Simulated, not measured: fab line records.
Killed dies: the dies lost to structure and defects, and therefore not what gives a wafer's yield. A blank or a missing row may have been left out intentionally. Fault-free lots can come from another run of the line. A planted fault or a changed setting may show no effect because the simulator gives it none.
fab line records	flow gf180mcu
record lots=24	wafers=72	lastDay=35
route steps=602 shown CONTACT@291 M1@315 V1@353 M2@363
lots that met no fault: taken from a fault-free run of the same line
startH: hours from the record's first day to the start of the lot's first wafer shown	waitH: how many hours have passed since the lot's step before this one	" same as the row above	L1.1+2: one row covering several wafers at once	- either no value or no given start	* or withheld: withheld	< > ~ a bound
route shown NAME@n: names a module that has steps shown in the file, with the first one's number in the route	usual: mean/standard deviation taken from wafers without a fault	same: alike in all rows	chamber/n: place in a boat	sites: per-site readings	_std_site: standard deviation of those values	_edge_site: inner sites' mean taken away from outer sites' mean	radiusMm: how far each site lies from the wafer's centre	mask NAME#n: copy n	behind: the last tool/chamber to shape the wafer	hold: why the lot was held/for how many hours/how that ended	device: the n, p or np transistor that did not switch	end of line: at the end of the route, the tests of the same wafers	a step with no rows: only its recipe	killed: at the first sort, the dies lost to defects and structure; wafer yield is something else	map: the dies of a wafer, with x for killed, . for not killed, _ for no die there
set.NAME: the setting the step ran with; set.NAME@STEP: the setting that earlier step ran with	model.NAME: the simulator's own value behind a step, which no gauge read
the route's steps for a sample of lots (tables are steps, rows are wafers)
services: a tool's chamber out of use, with start hour (startH, from the record's first day; less than 0 if before it), hours out, and reason
## steps
# step GF_CONTACT_CMP_04
# recipe material=SiO2	downForcePsi=4	platenRpm=60	padVelocityMS=0.94248
# usual motorCurrentA=12.5/1	timeToEndpointS=111/6.7
lot.wafer	tool	chamber	startH	waitH	motorCurrentA	timeToEndpointS
L074.2	cmp-01	1	360.00	0.1	13.8	109
L074.1	"	2	"	"	11.2	106
L074.4	"	3	"	"	13.8	113
L075.1	cmp-02	3	366.10	0.1	11.1	118
L075.5	"	1	"	"	13.4	121
L075.6	"	2	"	"	11.7	120
L076.1	cmp-01	0	375.41	0.1	12.5	111
L076.3	"	2	"	"	10.8	111
L076.6	"	1	"	"	12.7	111
L077.2	cmp-02	2	383.46	0.1	11.8	107
L077.3	"	3	"	"	11.0	115
L077.4	"	0	"	"	12.1	103
L078.3	cmp-01	2	389.30	0.0	10.9	110
L078.1	"	0	"	"	13.0	111
L078.2	"	1	"	"	12.8	115
L079.1	cmp-01	0	404.39	0.3	12.6	110
L079.4	"	2	"	"	10.9	102
L079.5	"	3	"	"	13.3	111
L080.3	cmp-02	2	409.61	0.2	11.8	112
L080.4	"	0	"	"	12.7	116
L080.1	"	1	"	"	13.0	113
L081.3	cmp-01	0	415.63	0.1	12.6	116
L081.2	"	1	"	"	12.8	112
L081.5	"	2	"	"	10.8	121
L082.4	cmp-02	1	429.53	0.1	13.2	109
L082.2	"	2	"	"	12.2	105
L082.1	"	3	"	"	11.6	111
L083.1	cmp-02	0	436.57	0.3	12.8	104
L083.6	"	3	"	"	11.6	118
L083.5	"	0	"	"	13.0	110
L084.4	cmp-02	1	439.45	0.0	11.7	110
L084.5	"	1	"	"	13.5	106
L084.6	"	2	"	"	12.4	100
L085.2	cmp-02	1	457.57	0.0	13.8	111
L085.1	"	0	"	"	13.3	105
L085.6	"	2	"	"	11.6	107
L086.3	cmp-01	1	463.26	0.5	13.1	114
L086.4	"	0	"	"	12.5	117
L086.6	"	2	"	"	10.7	120
L087.1	cmp-02	0	471.02	0.1	13.0	99
L087.4	"	1	"	"	13.3	103
L087.6	"	0	"	"	13.0	99
L088.4	cmp-01	3	479.81	0.1	14.0	116
L088.2	"	1	"	"	12.8	108
L088.6	"	2	"	"	10.4	120
L089.2	cmp-01	1	489.45	0.0	13.1	110
L089.3	"	2	"	"	10.7	114
L089.4	"	3	"	"	14.2	126
L090.3	cmp-02	3	496.93	0.0	11.0	116
L090.4	"	2	"	"	12.1	106
L090.5	"	0	"	"	13.0	112
L091.1	cmp-02	1	504.20	0.2	13.9	108
L091.6	"	2	"	"	12.5	103
L091.5	"	3	"	"	11.4	113
L092.2	cmp-01	2	512.90	0.0	11.4	117
L092.1	"	0	"	"	12.6	112
L092.5	"	3	"	"	13.5	115
L093.2	cmp-02	2	521.16	0.0	12.4	104
L093.4	"	3	"	"	11.5	124
L093.6	"	2	"	"	12.1	110
L094.1	cmp-02	0	523.61	0.1	12.6	107
L094.5	"	0	"	"	12.4	106
L094.6	"	1	"	"	13.2	118
L095.3	cmp-01	3	532.64	0.0	13.9	118
L095.4	"	0	"	"	12.3	118
L095.1	"	1	"	"	13.7	114
L096.1	cmp-02	0	540.10	0.1	13.3	97
L096.5	"	2	"	"	11.8	101
L096.6	"	3	"	"	10.9	104
L097.1	cmp-01	1	548.53	0.1	13.7	112
L097.4	"	2	"	"	10.9	115
L097.2	"	3	"	"	14.3	107
# step GF_M1_SPUTTER_00
# recipe material=Ti	targetThkNm=37.5	arrivingIonEnergyEv=80	substrateTempC=200	chamberPressurePa=2	powerW=4000	timeS=150
# usual throttleValvePct=29.9/0.75
lot.wafer	tool	chamber	startH	waitH	throttleValvePct
L074.1	pvdSputter-01	-	384.64	0.1	30.5
L074.2	"	-	"	"	30.7
L074.4	"	-	"	"	28.9
L075.1	pvdSputter-02	-	391.13	0.1	28.9
L075.5	"	-	"	"	28.8
L075.6	"	-	"	"	29.5
L076.1	pvdSputter-01	-	400.98	0.2	30.4
L076.3	"	-	"	"	30.8
L076.6	"	-	"	"	30.7
L077.2	pvdSputter-02	-	409.13	0.1	28.9
L077.3	"	-	"	"	30.7
L077.4	"	-	"	"	29.6
L078.1	pvdSputter-01	-	414.84	0.1	30.3
L078.2	"	-	"	"	29.0
L078.3	"	-	"	"	29.6
L079.1	pvdSputter-02	-	430.60	0.1	29.2
L079.4	"	-	"	"	30.6
L079.5	"	-	"	"	30.0
L080.1	pvdSputter-01	-	435.69	0.1	29.4
L080.3	"	-	"	"	30.5
L080.4	"	-	"	"	28.9
L081.2	pvdSputter-03	-	442.95	0.1	31.0
L081.3	"	-	"	"	29.9
L081.5	"	-	"	"	31.2
L082.1	pvdSputter-02	-	455.68	0.1	29.7
L082.2	"	-	"	"	28.9
L082.4	"	-	"	"	30.6
L083.1	pvdSputter-01	-	462.96	0.2	29.4
L083.5	"	-	"	"	30.5
L083.6	"	-	"	"	29.1
L084.4	pvdSputter-02	-	465.10	0.1	29.0
L084.5	"	-	"	"	30.7
L084.6	"	-	"	"	30.3
L085.1	pvdSputter-03	-	483.95	0.1	31.1
L085.2	"	-	"	"	29.8
L085.6	"	-	"	"	31.5
L086.3	pvdSputter-03	-	490.05	0.2	30.0
L086.4	"	-	"	"	29.1
L086.6	"	-	"	"	30.2
L087.1	pvdSputter-02	-	497.33	0.1	30.5
L087.4	"	-	"	"	28.8
L087.6	"	-	"	"	29.4
L088.2	pvdSputter-01	-	505.50	0.1	28.6
L088.4	"	-	"	"	30.6
L088.6	"	-	"	"	30.7
L089.2	pvdSputter-02	-	515.44	0.1	29.4
L089.3	"	-	"	"	29.9
L089.4	"	-	"	"	30.5
L090.3	pvdSputter-02	-	522.04	0.2	30.7
L090.4	"	-	"	"	28.9
L090.5	"	-	"	"	30.6
L091.1	pvdSputter-01	-	529.25	0.1	29.6
L091.5	"	-	"	"	29.0
L091.6	"	-	"	"	30.5
L092.1	pvdSputter-02	-	538.42	0.2	29.2
L092.2	"	-	"	"	30.5
L092.5	"	-	"	"	30.4
L093.2	pvdSputter-02	-	546.56	0.2	30.6
L093.4	"	-	"	"	29.2
L093.6	"	-	"	"	29.8
L094.1	pvdSputter-02	-	548.84	0.1	29.0
L094.5	"	-	"	"	30.0
L094.6	"	-	"	"	29.0
L095.1	pvdSputter-02	-	557.28	0.2	30.8
L095.3	"	-	"	"	29.2
L095.4	"	-	"	"	29.9
L096.1	pvdSputter-03	-	564.85	0.2	29.3
L096.5	"	-	"	"	30.0
L096.6	"	-	"	"	31.4
L097.1	pvdSputter-01	-	573.78	0.2	30.8
L097.2	"	-	"	"	29.6
L097.4	"	-	"	"	28.9
# step GF_M1_SPUTTER_03
# recipe material=Ti	targetThkNm=10	substrateTempC=300	chamberPressurePa=0.3	powerW=3000	timeS=6.7
# usual throttleValvePct=29.9/0.73
lot.wafer	tool	chamber	startH	waitH	throttleValvePct
L074.1	pvdSputter-01	-	384.80	0.0	30.5
L074.2	"	-	"	"	30.6
L074.4	"	-	"	"	28.8
L075.1	pvdSputter-02	-	391.29	0.0	29.1
L075.5	"	-	"	"	28.8
L075.6	"	-	"	"	29.0
L076.1	pvdSputter-01	-	401.14	0.0	30.6
L076.3	"	-	"	"	30.5
L076.6	"	-	"	"	30.4
L077.2	pvdSputter-02	-	409.29	0.0	29.2
L077.3	"	-	"	"	30.6
L077.4	"	-	"	"	29.4
L078.1	pvdSputter-01	-	415.00	0.0	30.6
L078.2	"	-	"	"	28.8
L078.3	"	-	"	"	29.7
L079.1	pvdSputter-02	-	430.76	0.0	29.2
L079.4	"	-	"	"	30.9
L079.5	"	-	"	"	30.1
L080.1	pvdSputter-01	-	435.85	0.0	29.5
L080.3	"	-	"	"	30.3
L080.4	"	-	"	"	29.1
L081.2	pvdSputter-03	-	443.11	0.0	31.1
L081.3	"	-	"	"	30.0
L081.5	"	-	"	"	31.2
L082.1	pvdSputter-02	-	455.84	0.0	30.0
L082.2	"	-	"	"	28.9
L082.4	"	-	"	"	30.6
L083.1	pvdSputter-01	-	463.12	0.0	29.5
L083.5	"	-	"	"	30.7
L083.6	"	-	"	"	29.0
L084.4	pvdSputter-02	-	465.26	0.0	29.2
L084.5	"	-	"	"	30.5
L084.6	"	-	"	"	30.1
L085.1	pvdSputter-03	-	484.11	0.0	31.0
L085.2	"	-	"	"	29.7
L085.6	"	-	"	"	31.3
L086.3	pvdSputter-03	-	490.21	0.0	29.9
L086.4	"	-	"	"	29.4
L086.6	"	-	"	"	30.1
L087.1	pvdSputter-02	-	497.49	0.0	30.6
L087.4	"	-	"	"	29.1
L087.6	"	-	"	"	29.2
L088.2	pvdSputter-01	-	505.66	0.0	29.4
L088.4	"	-	"	"	30.3
L088.6	"	-	"	"	30.5
L089.2	pvdSputter-02	-	515.60	0.0	29.1
L089.3	"	-	"	"	30.0
L089.4	"	-	"	"	30.5
L090.3	pvdSputter-02	-	522.20	0.0	30.6
L090.4	"	-	"	"	29.2
L090.5	"	-	"	"	30.3
L091.1	pvdSputter-01	-	529.41	0.0	29.5
L091.5	"	-	"	"	28.8
L091.6	"	-	"	"	30.7
L092.1	pvdSputter-02	-	538.58	0.0	29.5
L092.2	"	-	"	"	30.8
L092.5	"	-	"	"	30.5
L093.2	pvdSputter-02	-	546.72	0.0	30.7
L093.4	"	-	"	"	29.1
L093.6	"	-	"	"	30.1
L094.1	pvdSputter-02	-	549.00	0.0	29.1
L094.5	"	-	"	"	29.8
L094.6	"	-	"	"	29.3
L095.1	pvdSputter-02	-	557.44	0.0	30.5
L095.3	"	-	"	"	29.3
L095.4	"	-	"	"	30.2
L096.1	pvdSputter-03	-	565.01	0.0	29.4
L096.5	"	-	"	"	30.0
L096.6	"	-	"	"	31.1
L097.1	pvdSputter-01	-	573.94	0.0	30.1
L097.2	"	-	"	"	29.8
L097.4	"	-	"	"	29.0
# step GF_V1_STRIP_18
# recipe chemistry=O2/N2	powerW=1400	pressureMtorr=1500	platenTempC=250	o2FlowSccm=3000	n2FlowSccm=300	overashFraction=0.5
# usual chamberPressureMTorr=1500.0/1.2	drypumpMotorCurrentA=5.9/0.47	heaterPowerW=341/45	o2FlowSccm=2999/8.5	oesProductAu=0.592/0.005	platenTempC=249.98/0.19
lot.wafer	tool	chamber	startH	waitH	chamberPressureMTorr	drypumpMotorCurrentA	heaterPowerW	o2FlowSccm	oesProductAu	platenTempC	rfHoursCounterH
L074.1	plasmaAsher-02	0	435.29	-	1497.6	6.5	390	2984	0.596	249.96	35
L074.2	"	1	"	"	1499.4	6.1	312	3002	0.590	250.22	35
L074.4	"	1	"	"	1501.1	6.1	306	3002	0.600	250.22	-
L075.1	plasmaAsher-02	0	442.09	-	1500.0	6.5	385	2987	0.601	249.92	36
L075.5	"	0	"	"	1499.9	6.5	397	3001	0.598	249.90	-
L075.6	"	1	"	"	1500.6	6.1	303	3010	0.587	249.85	-
L076.1	plasmaAsher-01	0	451.73	-	1500.9	5.6	260	2997	0.601	250.33	2
L076.3	"	0	"	"	1498.5	5.6	270	3018	0.596	250.16	-
L076.6	"	1	"	"	1498.5	5.1	321	3000	0.589	249.73	-
L077.2	plasmaAsher-04	0	460.11	-	1499.5	5.6	349	3009	0.586	249.63	78
L077.3	"	0	"	"	1500.2	5.7	351	2999	0.592	249.87	-
L077.4	"	1	"	"	1499.6	5.5	385	2991	0.596	249.59	-
L078.1	plasmaAsher-01	1	466.46	-	1500.1	5.1	307	2997	0.587	250.10	4
L078.2	"	0	"	"	1500.7	5.6	269	2998	0.601	250.06	4
L078.3	"	0	"	"	1501.3	5.6	260	3000	0.582	249.89	-
L079.1	plasmaAsher-04	1	482.49	-	1500.6	5.5	389	3006	0.592	250.11	81
L079.4	"	1	"	"	1499.8	5.5	387	2997	0.594	250.22	-
L079.5	"	0	"	"	1499.8	5.6	350	3003	0.596	249.98	-
L080.1	plasmaAsher-04	0	486.61	-	1500.0	5.7	348	2995	0.595	249.94	81
L080.3	"	1	"	"	1500.8	5.5	386	2999	0.591	250.01	-
L080.4	"	0	"	"	1498.9	5.6	353	3005	0.600	249.94	-
L081.2	plasmaAsher-04	0	494.11	-	1500.6	5.7	342	2982	0.594	250.14	82
L081.3	"	0	"	"	1499.9	5.7	346	3002	0.587	250.07	-
L081.5	"	1	"	"	1501.6	5.5	384	2994	0.585	250.04	-
L082.1	plasmaAsher-04	1	505.83	-	1499.9	5.5	383	2999	0.593	249.65	83
L082.2	"	0	"	"	1501.7	5.7	354	3002	0.581	250.38	83
L082.4	"	1	"	"	1499.0	5.5	397	2998	0.592	249.94	-
L083.1	plasmaAsher-02	0	513.19	-	1500.3	6.5	399	2993	0.591	250.05	43
L083.5	"	0	"	"	1499.9	6.5	389	2995	0.594	250.16	-
L083.6	"	1	"	"	1499.5	6.1	309	2979	0.590	249.74	-
L084.4	plasmaAsher-04	1	516.01	-	1499.4	5.5	386	3003	0.599	250.10	-
L084.5	"	0	"	"	1500.4	5.7	341	2996	0.597	249.88	-
L084.6	"	1	"	"	1500.8	5.5	384	3001	0.588	249.92	-
L085.1	plasmaAsher-02	0	533.49	-	1500.9	6.5	400	3002	0.585	249.89	45
L085.2	"	1	"	"	1499.2	6.1	307	2996	0.589	250.21	45
L085.6	"	0	"	"	1501.1	6.5	392	2997	0.596	250.10	-
L086.3	plasmaAsher-01	0	540.31	-	1499.5	5.6	265	2993	0.588	250.00	-
L086.4	"	1	"	"	1500.9	5.1	318	2993	0.598	249.60	-
L086.6	"	1	"	"	1498.0	5.1	322	2997	0.591	249.63	-
L087.1	plasmaAsher-01	1	546.46	-	1500.2	5.1	317	2998	0.592	249.75	12
L087.4	"	1	"	"	1498.1	5.1	314	2991	0.598	249.74	-
L087.6	"	0	"	"	1499.9	5.6	261	2988	0.585	249.98	-
L088.2	plasmaAsher-02	1	554.99	-	1499.1	6.1	305	3004	0.594	250.00	48
L088.4	"	1	"	"	1500.6	6.1	309	2994	0.591	249.98	-
L088.6	"	0	"	"	1500.4	6.5	390	2990	0.593	250.05	-
L089.2	plasmaAsher-04	0	563.93	-	1499.5	5.7	347	3013	0.596	249.93	89
L089.3	"	1	"	"	1500.4	5.5	384	3006	0.593	250.21	-
L089.4	"	0	"	"	1500.3	5.6	347	2998	0.593	249.87	-
L090.3	plasmaAsher-02	1	570.16	-	1501.7	6.1	306	3018	0.594	250.07	-
L090.4	"	0	"	"	1501.2	6.5	397	2997	0.593	249.88	-
L090.5	"	1	"	"	1499.3	6.1	309	3000	0.585	250.27	-
L091.1	plasmaAsher-02	1	577.79	-	1499.1	6.1	304	2997	0.599	249.74	51
L091.5	"	0	"	"	1499.3	6.5	402	2994	0.595	249.90	-
L091.6	"	1	"	"	1499.7	6.1	317	3003	0.593	250.06	-
L092.1	plasmaAsher-02	1	585.89	-	1502.2	6.1	308	2999	0.590	250.15	51
L092.2	"	0	"	"	1500.0	6.5	396	3008	0.585	249.62	51
L092.5	"	1	"	"	1499.1	6.1	304	3008	0.590	250.13	-
L093.2	plasmaAsher-02	1	592.89	-	1499.8	6.1	302	3013	0.579	250.16	52
L093.4	"	1	"	"	1498.1	6.1	295	3022	0.585	250.22	-
L093.6	"	1	"	"	1498.4	6.1	314	3011	0.594	250.29	-
L094.1	plasmaAsher-02	0	595.94	-	1499.0	6.5	401	2982	0.588	250.12	53
L094.5	"	1	"	"	1498.7	6.1	305	3002	0.589	250.15	-
L094.6	"	0	"	"	1497.7	6.5	396	2978	0.592	250.08	-
L095.1	plasmaAsher-01	1	603.68	-	1497.5	5.1	321	3002	0.589	249.71	17
L095.3	"	1	"	"	1501.4	5.1	317	2986	0.591	250.01	-
L095.4	"	0	"	"	1498.9	5.7	263	2992	0.593	249.93	-
L096.1	plasmaAsher-02	0	611.23	-	1499.0	6.5	404	2996	0.590	250.32	54
L096.5	"	1	"	"	1498.8	6.1	311	3000	0.595	250.03	-
L096.6	"	0	"	"	1501.5	6.6	399	2996	0.591	250.09	-
L097.1	plasmaAsher-01	1	619.13	-	1500.0	5.1	317	2988	0.590	249.98	19
L097.2	"	0	"	"	1500.6	5.7	271	2992	0.599	249.75	19
L097.4	"	0	"	"	1502.0	5.7	269	2999	0.593	249.81	-
# step GF_M2_SPUTTER_01
# recipe material=TiN	targetThkNm=30	powerW=6500	timeS=25	chamberPressurePa=0.4
# usual throttleValvePct=29.8/0.75
lot.wafer	tool	chamber	startH	waitH	throttleValvePct
L074.1	pvdSputter-04	-	436.62	0.1	29.8
L074.2	"	-	"	"	31.4
L074.4	"	-	"	"	29.0
L075.1	pvdSputter-01	-	443.42	0.1	29.6
L075.5	"	-	"	"	29.3
L075.6	"	-	"	"	30.8
L076.1	pvdSputter-02	-	453.05	0.1	30.6
L076.3	"	-	"	"	29.2
L076.6	"	-	"	"	30.7
L077.2	pvdSputter-01	-	461.86	0.1	29.4
L077.3	"	-	"	"	28.9
L077.4	"	-	"	"	30.7
L078.1	pvdSputter-02	-	467.90	0.1	29.2
L078.2	"	-	"	"	30.5
L078.3	"	-	"	"	28.9
L079.1	pvdSputter-02	-	483.82	0.1	30.7
L079.4	"	-	"	"	29.1
L079.5	"	-	"	"	29.8
L080.1	pvdSputter-04	-	488.05	0.1	29.8
L080.3	"	-	"	"	30.0
L080.4	"	-	"	"	31.6
L081.2	pvdSputter-02	-	495.48	0.1	30.7
L081.3	"	-	"	"	30.1
L081.5	"	-	"	"	29.3
L082.1	pvdSputter-02	-	507.18	0.1	30.2
L082.2	"	-	"	"	29.9
L082.4	"	-	"	"	28.9
L083.1	pvdSputter-01	-	514.51	0.1	30.9
L083.5	"	-	"	"	29.5
L083.6	"	-	"	"	30.8
L084.4	pvdSputter-02	-	517.30	0.1	29.8
L084.5	"	-	"	"	30.1
L084.6	"	-	"	"	30.4
L085.1	pvdSputter-02	-	534.81	0.1	30.2
L085.2	"	-	"	"	30.4
L085.6	"	-	"	"	30.7
L086.3	pvdSputter-04	-	541.60	0.1	29.9
L086.4	"	-	"	"	29.4
L086.6	"	-	"	"	31.5
L087.1	pvdSputter-04	-	547.79	0.1	29.7
L087.4	"	-	"	"	29.9
L087.6	"	-	"	"	29.8
L088.2	pvdSputter-01	-	556.43	0.1	29.0
L088.4	"	-	"	"	29.5
L088.6	"	-	"	"	29.0
L089.2	pvdSputter-01	-	565.36	0.1	30.7
L089.3	"	-	"	"	29.0
L089.4	"	-	"	"	30.7
L090.3	pvdSputter-01	-	571.45	0.1	30.7
L090.4	"	-	"	"	30.9
L090.5	"	-	"	"	30.6
L091.1	pvdSputter-01	-	579.13	0.1	30.7
L091.5	"	-	"	"	30.5
L091.6	"	-	"	"	28.9
L092.1	pvdSputter-01	-	587.22	0.1	28.8
L092.2	"	-	"	"	30.5
L092.5	"	-	"	"	29.1
L093.2	pvdSputter-01	-	594.24	0.1	30.5
L093.4	"	-	"	"	30.7
L093.6	"	-	"	"	30.4
L094.1	pvdSputter-01	-	597.26	0.1	30.5
L094.5	"	-	"	"	30.5
L094.6	"	-	"	"	29.0
L095.1	pvdSputter-01	-	605.00	0.1	29.6
L095.3	"	-	"	"	28.9
L095.4	"	-	"	"	30.2
L096.1	pvdSputter-02	-	612.69	0.1	29.0
L096.5	"	-	"	"	30.2
L096.6	"	-	"	"	28.9
L097.1	pvdSputter-02	-	620.45	0.1	30.5
L097.2	"	-	"	"	30.0
L097.4	"	-	"	"	29.0
# step GF_M2_STRIP_17
# recipe chemistry=O2/N2	powerW=1400	pressureMtorr=1500	platenTempC=250	o2FlowSccm=3000	n2FlowSccm=300	overashFraction=0.5
# usual chamberPressureMTorr=1500.2/1.5	drypumpMotorCurrentA=5.59/0.26	heaterPowerW=320/41	o2FlowSccm=2998/8.5	oesProductAu=0.556/0.0049	platenTempC=250.01/0.18	stripTimeToEndpointS=7.86/0.047
lot.wafer	tool	chamber	startH	waitH	chamberPressureMTorr	drypumpMotorCurrentA	heaterPowerW	o2FlowSccm	oesProductAu	platenTempC	rfHoursCounterH	stripTimeToEndpointS
L074.1	plasmaAsher-03	0	461.27	0.2	1499.6	6.01	305	2998	0.565	250.28	67	7.91
L074.2	"	1	"	"	1501.5	5.60	281	2995	0.556	249.81	67	7.89
L074.4	"	1	"	"	1497.7	5.62	280	3005	0.564	249.99	-	7.86
L075.1	plasmaAsher-04	0	467.51	0.1	1501.4	5.68	343	2999	0.564	249.88	79	7.90
L075.5	"	1	"	"	1499.7	5.46	395	3004	0.566	249.93	-	7.86
L075.6	"	0	"	"	1501.3	5.65	341	3002	0.567	249.99	-	7.90
L076.1	plasmaAsher-04	0	478.02	0.1	1500.2	5.64	340	3004	0.559	249.82	80	7.85
L076.3	"	1	"	"	1499.8	5.44	389	3007	0.560	249.97	-	7.91
L076.6	"	0	"	"	1499.7	5.65	347	2989	0.551	249.78	-	7.88
L077.2	plasmaAsher-01	0	486.25	0.1	1498.3	5.64	272	3003	0.554	249.46	6	7.82
L077.3	"	0	"	"	1499.7	5.62	267	2990	0.558	249.90	-	7.85
L077.4	"	1	"	"	1500.7	5.13	322	3006	0.560	249.94	-	7.92
L078.1	plasmaAsher-04	0	492.87	0.1	1502.1	5.66	352	2992	0.562	250.11	82	7.90
L078.2	"	1	"	"	1496.7	5.47	386	3004	0.558	249.82	82	7.78
L078.3	"	1	"	"	1503.5	5.43	394	3004	0.558	249.76	-	7.75
L079.1	plasmaAsher-01	0	508.47	0.1	1500.0	5.64	272	3010	0.561	249.99	8	7.89
L079.4	"	0	"	"	1504.0	5.66	261	3001	0.549	250.07	-	7.84
L079.5	"	0	"	"	1500.3	5.66	264	3005	0.564	249.90	-	7.93
L080.1	plasmaAsher-01	1	512.28	0.1	1498.7	5.12	317	2999	0.554	250.36	9	7.92
L080.3	"	0	"	"	1497.9	5.62	269	2999	0.552	249.98	-	7.88
L080.4	"	1	"	"	1498.0	5.13	317	2994	0.559	250.30	-	7.90
L081.2	plasmaAsher-03	1	520.42	0.1	1500.5	5.59	286	2984	0.563	250.04	73	7.92
L081.3	"	1	"	"	1500.8	5.60	284	2988	0.557	250.33	-	7.95
L081.5	"	1	"	"	1500.8	5.59	280	3000	0.556	249.80	-	7.90
L082.1	plasmaAsher-04	1	531.92	0.1	1500.4	5.46	389	3003	0.565	250.20	86	7.91
L082.2	"	0	"	"	1500.0	5.63	344	2986	0.562	250.32	86	7.90
L082.4	"	1	"	"	1501.0	5.46	392	3000	0.567	249.99	-	7.94
L083.1	plasmaAsher-01	0	538.47	0.1	1501.3	5.65	258	2990	0.560	250.14	11	7.87
L083.5	"	0	"	"	1502.0	5.61	270	2997	0.557	250.34	-	7.85
L083.6	"	1	"	"	1497.7	5.15	324	3003	0.550	249.94	-	7.89
L084.4	plasmaAsher-01	0	542.09	0.1	1501.1	5.65	266	3007	0.561	250.09	-	7.87
L084.5	"	1	"	"	1501.0	5.10	321	2993	0.561	249.78	-	7.91
L084.6	"	0	"	"	1500.6	5.65	271	2997	0.557	250.05	-	7.85
L085.1	plasmaAsher-03	0	557.88	0.2	1500.5	6.00	296	2992	0.550	250.12	77	7.78
L085.2	"	1	"	"	1499.0	5.62	281	2990	0.555	250.00	77	7.82
L085.6	"	1	"	"	1499.2	5.62	280	3002	0.561	249.98	-	7.81
L086.3	plasmaAsher-03	0	565.00	0.1	1499.7	6.05	292	2988	0.546	249.82	-	7.84
L086.4	"	1	"	"	1500.9	5.60	284	2990	0.558	249.88	-	7.87
L086.6	"	1	"	"	1498.8	5.62	279	3007	0.558	250.17	-	7.88
L087.1	plasmaAsher-04	0	571.06	0.1	1500.0	5.62	339	3005	0.560	250.05	90	7.90
L087.4	"	0	"	"	1503.8	5.65	349	2995	0.554	249.68	-	7.90
L087.6	"	1	"	"	1500.6	5.47	373	2999	0.551	249.97	-	7.91
L088.2	plasmaAsher-01	0	579.11	0.1	1499.9	5.64	261	2996	0.556	249.97	14	7.79
L088.4	"	1	"	"	1500.8	5.12	326	3007	0.557	250.25	-	7.83
L088.6	"	1	"	"	1500.1	5.07	326	2998	0.557	250.12	-	7.84
L089.2	plasmaAsher-03	1	588.31	0.1	1497.4	5.65	284	2989	0.550	249.92	80	7.82
L089.3	"	0	"	"	1497.8	6.05	301	3008	0.554	249.96	-	7.84
L089.4	"	1	"	"	1499.7	5.63	279	2978	0.555	249.85	-	7.84
L090.3	plasmaAsher-03	1	593.70	0.1	1500.8	5.64	284	3007	0.552	249.90	-	7.87
L090.4	"	0	"	"	1502.0	6.03	303	2993	0.559	250.33	-	7.88
L090.5	"	0	"	"	1500.0	6.03	301	3002	0.558	250.17	-	7.88
L091.1	plasmaAsher-01	1	600.76	0.1	1499.7	5.12	325	2998	0.549	249.96	17	7.80
L091.5	"	0	"	"	1497.7	5.61	264	3003	0.549	249.87	-	7.77
L091.6	"	1	"	"	1500.5	5.13	325	3004	0.549	249.98	-	7.78
L092.1	plasmaAsher-04	0	609.61	0.1	1498.6	5.63	353	2997	0.541	250.25	94	7.82
L092.2	"	1	"	"	1499.7	5.46	382	2982	0.552	249.97	94	7.79
L092.5	"	1	"	"	1500.6	5.45	385	2997	0.553	250.05	-	7.79
L093.2	plasmaAsher-04	1	615.96	0.1	1498.4	5.46	388	3003	0.553	249.89	94	7.79
L093.4	"	1	"	"	1501.9	5.46	401	3006	0.559	250.02	-	7.77
L093.6	"	0	"	"	1501.5	5.67	345	3006	0.551	249.77	-	7.84
L094.1	plasmaAsher-03	0	619.31	0.1	1500.7	6.02	302	3002	0.557	249.96	84	7.74
L094.5	"	1	"	"	1500.8	5.61	290	3002	0.557	250.05	-	7.78
L094.6	"	0	"	"	1498.9	6.00	306	3009	0.561	250.18	-	7.81
L095.1	plasmaAsher-03	1	626.21	0.1	1502.6	5.61	286	2983	0.554	250.25	85	7.86
L095.3	"	1	"	"	1501.8	5.61	286	2994	0.554	250.16	-	7.84
L095.4	"	0	"	"	1500.2	6.07	300	3010	0.555	249.98	-	7.88
L096.1	plasmaAsher-04	1	633.77	0.1	1499.5	5.46	388	2989	0.559	250.14	96	7.78
L096.5	"	1	"	"	1500.0	5.44	388	2981	0.556	250.23	-	7.80
L096.6	"	0	"	"	1499.9	5.61	343	3000	0.551	249.88	-	7.78
L097.1	plasmaAsher-04	1	640.48	0.2	1499.9	5.47	389	2992	0.556	249.93	97	7.90
L097.2	"	0	"	"	1501.1	5.64	342	3003	0.553	250.08	97	7.90
L097.4	"	1	"	"	1499.7	5.46	388	3003	0.557	250.05	-	7.93
## services
tool	chamber	startH	hours	kind
cmp-01	-	336.58	4.0	pm
cmp-02	-	338.68	0.3	repair
cmp-02	-	354.81	4.0	pm
pvdSputter-03	-	369.13	0.8	repair
cmp-02	-	388.42	2.1	repair
cmp-02	-	404.02	4.0	pm
plasmaAsher-01	-	421.25	9.0	pm
plasmaAsher-04	-	433.23	0.3	repair
plasmaAsher-04	-	436.27	2.4	repair
cmp-01	-	438.60	1.0	repair
cmp-02	-	448.09	0.5	repair
pvdSputter-03	-	454.45	4.1	repair
cmp-02	-	459.52	5.5	repair
plasmaAsher-02	-	471.12	6.0	repair
plasmaAsher-04	-	494.53	2.8	pm
plasmaAsher-02	-	505.67	1.6	repair
plasmaAsher-01	-	548.90	13.9	pm
pvdSputter-01	-	553.56	1.0	repair
cmp-01	-	572.00	4.0	pm
cmp-01	-	574.42	0.3	repair
cmp-01	-	600.84	15.3	pm
plasmaAsher-02	-	618.43	2.8	pm
plasmaAsher-03	-	632.86	4.0	pm
cmp-01	-	636.91	0.2	repair
## key
fault none
